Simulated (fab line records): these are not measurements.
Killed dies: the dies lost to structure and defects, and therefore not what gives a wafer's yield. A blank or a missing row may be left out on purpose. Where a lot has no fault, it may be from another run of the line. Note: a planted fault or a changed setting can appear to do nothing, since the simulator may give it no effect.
fab line records	flow sky130
record: lots: 14	wafers: 42	last_day: 50
route steps=708 shown VT_ADJUST_LVTN@107 RES_PROTECT@209 POLY_GATE@227 LDD_P@263
lots with no fault: from the same line, run without faults
start_h: start of the lot's first displayed wafer, in hours after the record's first day	wait_h: hours since the lot's step before	" repeats the value in the row above	L1.1+2: one row covering several wafers at once	- no value, or no start was given	* or withheld: withheld	< > ~ a bound
route shown NAME@n: names a module that has steps shown in the file, with the first one's number in the route	usual: average and standard deviation across the fault-free wafers	same: alike in all rows	chamber/n: place in a boat	sites: readings site by site	_std_site: standard deviation across them	_edge_site: inner sites' mean taken away from outer sites' mean	radius_mm: for every site, how far away it sits from the centre of the wafer	mask NAME#n: copy n	behind: tool/chamber where the wafer was last shaped	hold: cause of the lot's hold/its duration in hours/its outcome	device: transistor that didn't switch, given as n, p or np	end of line: tests of these same wafers at the route's end	where a step has no rows: the recipe by itself	killed: dies that structure and defects cost at the first sort, which is not the same as the wafer's yield	map: per-die view of a wafer (x killed, . not killed, _ where there is no die)
set.NAME: the setting as run; set.NAME@STEP: as run at that earlier step	model.NAME: the simulator's own value behind a step, which no gauge read
the route's steps for a sample of lots (tables are steps, rows are wafers)
== steps ==
step: SKY_VT_ADJUST_LVTN_TW_MEAS_10
usual: VT_ADJUST_LVTN_TW: 240.8/1.7
lot.wafer	tool	chamber	start_h	wait_h	VT_ADJUST_LVTN_TW
L563.1	film_metro-04	-	147.27	0.1	238.9
L563.3	"	-	"	"	238.6
L563.6	"	-	"	"	241.5
L566.1	film_metro-02	-	163.01	0.1	241.4
L566.4	"	-	"	"	241.7
L566.5	"	-	"	"	241.9
L568.3	film_metro-01	-	184.94	0.1	243.5
L568.4	"	-	"	"	241.7
L568.6	"	-	"	"	239.5
L567.2	film_metro-04	-	185.28	0.1	238.3
L567.3	"	-	"	"	237.3
L567.5	"	-	"	"	237.5
L570.3	film_metro-02	-	186.31	0.1	242.1
L570.4	"	-	"	"	241.9
L570.6	"	-	"	"	242.2
L569.1	film_metro-02	-	187.81	0.1	242.7
L569.4	"	-	"	"	241.2
L569.5	"	-	"	"	242.6
L572.2	film_metro-02	-	201.48	0.1	243.1
L572.5	"	-	"	"	243.2
L572.6	"	-	"	"	242.7
L574.1	film_metro-01	-	212.82	0.1	240.2
L574.5	"	-	"	"	238.6
L574.6	"	-	"	"	239.1
L575.1	film_metro-02	-	223.21	0.1	243.1
L575.2	"	-	"	"	242.3
L575.6	"	-	"	"	241.8
L576.1	film_metro-02	-	232.14	0.1	243.4
L576.5	"	-	"	"	242.3
L576.6	"	-	"	"	242.0
L577.2	film_metro-02	-	233.15	0.1	241.3
L577.3	"	-	"	"	241.9
L577.5	"	-	"	"	241.4
L584.3	film_metro-04	-	277.28	0.1	238.3
L584.5	"	-	"	"	238.8
L584.6	"	-	"	"	239.2
L585.1	film_metro-01	-	286.07	0.1	242.3
L585.3	"	-	"	"	242.8
L585.4	"	-	"	"	240.7
L586.1	film_metro-02	-	295.82	0.1	241.7
L586.3	"	-	"	"	242.5
L586.5	"	-	"	"	242.6
step: SKY_RES_PROTECT_SOFTBAKE_03
recipe: temp_c: 90	time_s: 60	resist: NOVOLAK
usual: resist_line_temp_C: 23.00/0.098	run_length_s: 89.33/0.26
lot.wafer	tool	chamber	start_h	wait_h	resist_line_temp_C	run_length_s
L563.1	litho_track-01	0	332.07	0.1	22.91	88.87
L563.3	"	0	"	"	22.95	88.97
L563.6	"	0	"	"	23.10	88.87
L566.1	litho_track-03	0	349.55	0.1	22.90	89.45
L566.4	"	0	"	"	22.95	89.50
L566.5	"	0	"	"	23.06	89.30
L568.3	litho_track-04	0	383.21	0.1	23.02	89.58
L568.4	"	0	"	"	22.98	89.34
L568.6	"	0	"	"	22.96	89.56
L570.3	litho_track-03	0	383.40	0.1	23.03	89.13
L570.4	"	0	"	"	22.93	89.26
L570.6	"	0	"	"	22.98	89.35
L567.2	litho_track-01	0	383.70	0.1	23.11	88.84
L567.3	"	0	"	"	22.96	88.85
L567.5	"	0	"	"	23.21	88.93
L569.1	litho_track-04	0	383.76	0.1	22.94	89.36
L569.4	"	0	"	"	22.91	89.58
L569.5	"	0	"	"	22.84	89.51
L572.2	litho_track-04	0	403.48	0.1	22.89	89.58
L572.5	"	0	"	"	23.08	89.42
L572.6	"	0	"	"	22.88	89.50
L574.1	litho_track-01	0	417.77	0.1	22.85	89.06
L574.5	"	0	"	"	23.16	88.99
L574.6	"	0	"	"	22.95	88.97
L575.1	litho_track-04	0	431.81	0.1	23.16	92.67
L575.2	"	0	"	"	23.24	92.77
L575.6	"	0	"	"	22.96	92.81
L576.1	litho_track-04	0	442.46	0.1	22.81	92.77
L576.5	"	0	"	"	22.78	92.70
L576.6	"	0	"	"	22.76	93.01
L577.2	litho_track-01	0	445.50	0.1	23.11	89.01
L577.3	"	0	"	"	23.05	89.03
L577.5	"	0	"	"	23.11	88.94
L584.3	litho_track-04	0	502.46	0.1	23.03	89.53
L584.5	"	0	"	"	23.00	89.63
L584.6	"	0	"	"	22.96	89.46
L585.1	litho_track-01	0	510.32	0.1	22.88	88.83
L585.3	"	0	"	"	23.08	88.85
L585.4	"	0	"	"	23.05	89.01
L586.1	litho_track-04	0	522.11	0.1	22.95	89.56
L586.3	"	0	"	"	22.90	89.52
L586.5	"	0	"	"	22.86	89.61
step: SKY_POLY_GATE_CD_MEAS_13
recipe: target_cd_nm: 150
usual: cd_nm: 150.1/1.3
lot.wafer	tool	chamber	start_h	wait_h	cd_nm
L563.1	cd_sem-01	-	375.55	-	152.2
L563.3	"	-	"	"	150.4
L563.6	"	-	"	"	151.0
L566.1	cd_sem-02	-	394.20	-	149.2
L566.4	"	-	"	"	148.9
L566.5	"	-	"	"	148.8
L567.2	cd_sem-02	-	430.49	-	150.3
L567.3	"	-	"	"	150.3
L567.5	"	-	"	"	149.7
L568.3	cd_sem-01	-	430.73	-	150.1
L568.4	"	-	"	"	149.5
L568.6	"	-	"	"	150.7
L570.3	cd_sem-02	-	431.08	-	150.8
L570.4	"	-	"	"	150.1
L570.6	"	-	"	"	149.6
L569.1	cd_sem-01	-	431.12	-	149.3
L569.4	"	-	"	"	150.8
L569.5	"	-	"	"	151.3
L572.2	cd_sem-01	-	454.01	-	150.4
L572.5	"	-	"	"	148.5
L572.6	"	-	"	"	151.5
L574.1	cd_sem-02	-	466.75	-	149.5
L574.5	"	-	"	"	149.7
L574.6	"	-	"	"	150.3
L575.1	cd_sem-01	-	479.67	-	153.5
L575.2	"	-	"	"	154.7
L575.6	"	-	"	"	152.1
L576.1	cd_sem-02	-	490.37	-	149.2
L576.5	"	-	"	"	147.6
L576.6	"	-	"	"	149.5
L577.2	cd_sem-01	-	493.15	-	150.5
L577.3	"	-	"	"	149.7
L577.5	"	-	"	"	148.7
L584.3	cd_sem-01	-	551.49	-	148.8
L584.5	"	-	"	"	149.5
L584.6	"	-	"	"	149.6
L585.1	cd_sem-02	-	557.75	-	148.6
L585.3	"	-	"	"	149.8
L585.4	"	-	"	"	149.6
L586.1	cd_sem-02	-	568.38	-	151.3
L586.3	"	-	"	"	151.4
L586.5	"	-	"	"	152.3
step: SKY_LDD_P_OVL_MEAS_08
usual: LDD_P_OVL: 0.6/1.2
lot.wafer	tool	chamber	start_h	wait_h	LDD_P_OVL[nm]
L563.1	overlay-02	-	439.78	0.1	0.7
L563.3	"	-	"	"	1.6
L563.6	"	-	"	"	0.3
L566.1	overlay-02	-	459.37	0.1	0.6
L566.4	"	-	"	"	-0.3
L566.5	"	-	"	"	-0.4
L567.2	overlay-02	-	494.83	0.1	3.7
L567.3	"	-	"	"	3.9
L567.5	"	-	"	"	4.0
L570.3	overlay-01	-	495.29	0.1	-0.7
L570.4	"	-	"	"	-0.4
L570.6	"	-	"	"	0.9
L568.3	overlay-01	-	495.62	0.1	2.6
L568.4	"	-	"	"	2.4
L568.6	"	-	"	"	1.5
L569.1	overlay-02	-	497.85	0.1	0.9
L569.4	"	-	"	"	2.4
L569.5	"	-	"	"	2.2
L572.2	overlay-02	-	518.51	0.1	-0.3
L572.5	"	-	"	"	-0.6
L572.6	"	-	"	"	1.3
L574.1	overlay-01	-	531.48	0.1	-0.2
L574.5	"	-	"	"	0.9
L574.6	"	-	"	"	1.4
L575.1	overlay-02	-	543.98	0.1	-0.1
L575.2	"	-	"	"	-0.3
L575.6	"	-	"	"	0.2
L576.1	overlay-01	-	555.03	0.1	0.6
L576.5	"	-	"	"	0.6
L576.6	"	-	"	"	1.4
L577.2	overlay-02	-	556.73	0.1	0.1
L577.3	"	-	"	"	0.6
L577.5	"	-	"	"	1.5
L584.3	overlay-01	-	613.24	0.1	0.7
L584.5	"	-	"	"	0.4
L584.6	"	-	"	"	0.9
L585.1	overlay-02	-	618.20	0.1	1.9
L585.3	"	-	"	"	3.1
L585.4	"	-	"	"	1.3
L586.1	overlay-02	-	629.83	0.1	-1.0
L586.3	"	-	"	"	-2.0
L586.5	"	-	"	"	-1.5
== key ==
first_sign: step: SKY_RES_PROTECT_SOFTBAKE_03	reading: run_length_s	direction: up	sigmas: 13	usual: *	struck: *
effect none on later readings
met_at SKY_RES_PROTECT_SOFTBAKE_03
struck_lots L575,L576
tester_left_out L575,L576
not_acting_at SKY_VT_ADJUST_LVTN_TW_MEAS_10,SKY_POLY_GATE_CD_MEAS_13,SKY_LDD_P_OVL_MEAS_08
onset_between 403.48 431.81
fault: kind: process_parameter_drift	tool: litho_track-04	chamber: -	onset_h: 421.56	steps: SKY_RES_PROTECT_SOFTBAKE_03	channel: time_s	offset: *	shape: step	end_h: 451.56	acts_in: *	stated: *
tester_left_out: of these lots the tester's yield and bins aren't shown, on N5 and GAA mostly nor the transistor test; their killed dies are dies lost to structure and defects alone, not to doping, threshold or leakage, so they don't give the yield
